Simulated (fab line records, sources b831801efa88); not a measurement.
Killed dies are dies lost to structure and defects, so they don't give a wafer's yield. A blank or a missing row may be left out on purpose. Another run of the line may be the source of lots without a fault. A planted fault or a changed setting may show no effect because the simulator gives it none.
Which tool did it? -- flow gf180mcu -- Sampling: 14 lots, 42 wafers, 4 of 602 route steps

## WHAT EACH GAUGE READ, for each wafer
GF_CONTACT_THK_MEAS_03.
lot,measured,on,CONTACT_CVD_02_THK (nm)
L567,day 15 09:30,film-metro-03,840 858 861
L568,day 15 14:55,film-metro-01,875 868 863
L569,day 15 19:47,film-metro-01,865 869 879
L570,day 16 01:52,film-metro-01,847 853 857
L571,day 16 13:10,film-metro-01,844 857 861
L572,day 16 23:02,film-metro-01,858 842 859
L574,day 17 17:53,film-metro-03,869 867 879
L577,day 18 17:58,film-metro-04,844 863 863
L578,day 19 03:42,film-metro-04,854 869 867
L582,day 20 14:36,film-metro-04,854 848 862
L586,day 22 00:25,film-metro-03,839 843 861
L587,day 22 10:18,film-metro-03,854 876 883
L588,day 22 18:05,film-metro-04,853 853 862
L590,day 23 06:48,film-metro-04,848 863 867

GF_M1_RS_MEAS_05: measurement is done with a four-point probe.
lot,measured,on,M1_ALCU_RS (ohm/sq)
L567,day 16 08:55,film-metro-01,0.0696 0.0687 0.0697
L568,day 16 14:26,film-metro-01,0.0682 0.0677 0.0677
L569,day 16 20:01,film-metro-04,0.0695 0.0692 0.0695
L570,day 17 02:20,film-metro-04,0.0688 0.0694 0.0691
L571,day 17 14:59,film-metro-01,0.0700 0.0696 0.0696
L572,day 18 00:29,film-metro-02,0.0691 0.0697 0.0694
L574,day 18 20:07,film-metro-02,0.0706 0.0703 0.0706
L577,day 19 21:04,film-metro-02,0.0698 0.0700 0.0694
L578,day 20 06:27,film-metro-04,0.0691 0.0697 0.0691
L582,day 21 16:58,film-metro-02,0.0698 0.0698 0.0689
L586,day 23 02:30,film-metro-04,0.0694 0.0693 0.0691
L587,day 23 10:41,film-metro-02,0.0707 0.0711 0.0703
L588,day 23 19:11,film-metro-02,0.0702 0.0703 0.0707
L590,day 24 07:08,film-metro-01,0.0706 0.0701 0.0701

GF_V1_THK_MEAS_01.
lot,measured,on,V1_CVD_00_THK (nm)
L567,day 17 08:59,film-metro-02,591 588 589
L568,day 17 14:49,film-metro-04,599 599 587
L569,day 17 20:05,film-metro-02,603 598 601
L570,day 18 03:25,film-metro-03,591 593 595
L571,day 18 15:32,film-metro-02,598 589 591
L572,day 19 01:47,film-metro-04,592 599 598
L574,day 19 21:26,film-metro-04,579 591 586
L577,day 20 22:16,film-metro-02,595 597 594
L578,day 21 07:55,film-metro-04,589 591 586
L582,day 22 17:38,film-metro-02,591 602 596
L586,day 24 02:58,film-metro-04,598 601 598
L587,day 24 09:58,film-metro-03,597 590 594
L588,day 24 18:31,film-metro-02,586 590 591
L590,day 25 20:56,film-metro-02,595 592 596

## WHICH TOOL RAN EACH LOT (tool, then ch and the chambers of the sampled wafers, then the start)
lot,GF_M1_PEB_12
L567,"litho-track-03 ch 0, day 17 07:22"
L568,"litho-track-03 ch 0, day 17 13:29"
L569,"litho-track-02 ch 0, day 17 18:52"
L570,"litho-track-01 ch 0, day 18 01:29"
L571,"litho-track-01 ch 0, day 18 14:17"
L572,"litho-track-02 ch 0, day 19 00:23"
L574,"litho-track-01 ch 0, day 19 20:13"
L577,"litho-track-03 ch 0, day 20 21:01"
L578,"litho-track-03 ch 0, day 21 06:23"
L582,"litho-track-03 ch 0, day 22 16:26"
L586,"litho-track-03 ch 0, day 24 01:34"
L587,"litho-track-03 ch 0, day 24 08:38"
L588,"litho-track-02 ch 0, day 24 17:17"
L590,"litho-track-02 ch 0, day 25 05:14"
- GF_M1_PEB_12: peb time 90 s.

## WHAT THE TOOLS THEMSELVES READ (means of the sampled wafers that have a number; where no wafer has one, the mark that the record gives instead)
GF_M1_PEB_12.
lot,tool,chill-plate-temp-C (C),heater-power-total-W (W)
L567,litho-track-03,22.95,85.68
L568,litho-track-03,23.14,85.77
L569,litho-track-02,23.05,85.78
L570,litho-track-01,22.97,85.62
L571,litho-track-01,22.96,85.72
L572,litho-track-02,23.12,85.68
L574,litho-track-01,22.94,85.78
L577,litho-track-03,22.90,85.69
L578,litho-track-03,23.28,85.72
L582,litho-track-03,23.06,85.67
L586,litho-track-03,23.09,88.81
L587,litho-track-03,23.13,88.95
L588,litho-track-02,22.97,85.59
L590,litho-track-02,23.09,85.63

## THE ANSWER, worked out from the rows above alone
Rule: the usual values come from the lots themselves. Put in order of their means at a reading, lots are off if they are a third of the lots or fewer, leave a main group of 4 or more, and stand apart from it by a gap of 3 or more times the standard deviation of the main group's means; of several such gaps the widest counts. The tables above print the reading to a certain number of digits; a main group whose means all agree to those digits is not used. A lot without any number at a reading at which 4 lots or more have one is off too. Where the step has rows for the other lots, those lots are counted as sound. The gauges are gone through in route order, then the tools' own readings, and for those a lot's mean is taken as printed above. At the first step where some lot is off, the reading lying furthest off is the one used; lots without a number count as furthest.
Off at GF_M1_PEB_12 (heater-power-total-W): L586, L587. The main group has a mean of 85.69 W with a standard deviation of 0.06.
If a tool, at that step or one of the process steps before it, ran each lot that is off and ran no sound lot following the first of them, it fits. One candidate fits, namely litho-track-03 at GF_M1_PEB_12. A fault onset in the window from L582 (day 22 16:26, its last sound lot) to L586 (day 24 01:34, its first lot off) fits.
On the lots that are off, the tool's own readings at GF_M1_PEB_12 differ by more than 5 times the standard deviation of the sound lots' means, which bears it out; heater-power-total-W reads 88.88 W there versus 85.69 W on the sound lots.

## WHAT WAS PUT IN BY THE SIMULATOR
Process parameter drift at GF_M1_PEB_12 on litho-track-03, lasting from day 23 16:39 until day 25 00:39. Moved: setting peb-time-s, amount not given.
Shown lots that were struck: L586, L587. The rule above reached the same finding.
